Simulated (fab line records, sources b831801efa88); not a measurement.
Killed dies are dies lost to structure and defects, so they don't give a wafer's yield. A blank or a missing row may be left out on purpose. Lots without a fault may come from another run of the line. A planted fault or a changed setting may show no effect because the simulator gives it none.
Chamber matching | flow gf180mcu | GF_STI_WET_ETCH_17 on wet_bench-03: 3 sister chambers
The step etches Si3N4 in H3PO4, target depth 45 nm, time 514 s. 6 wafers are shown with their chamber, then 5 later ones without.

WAFERS WITH THEIR CHAMBER
wafer  | chamber | run_length_s (s)
L612.4 | 2       | 547
L612.5 | 2       | 547
L613.3 | 3       | 547
L613.4 | 3       | 547
L615.5 | 0       | 539
L616.1 | 0       | 538

WAFERS WITHOUT THEIR CHAMBER
wafer  | run_length_s (s)
L616.2 | 538
L616.6 | 538
L619.2 | 539
L619.4 | 539
L619.6 | 539

WHICH CHAMBER EACH WENT THROUGH
wafer  | from the rows above | in truth
L616.2 | 0                   | 0
L616.6 | 0                   | 0
L619.2 | 0                   | 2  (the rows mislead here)
L619.4 | 0                   | 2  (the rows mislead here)
L619.6 | 0                   | 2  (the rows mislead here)
Placed correctly: 2 of 5. Can't be placed from these rows: 0. Placed wrongly: 3.
How it was worked out, from the rows above alone: a wafer's distance from a chamber is the root of the sum, over the readings, of the square of ((its reading less the chamber's mean) divided by the reading's scatter). The wafer belongs to the nearest chamber; if the next one is less than 2 further off, it can't be placed. A chamber's mean is the mean of its shown wafers. The scatter: the root of (the sum of the squares of (reading less its chamber's mean) over the shown wafers, divided by (wafers less chambers)).
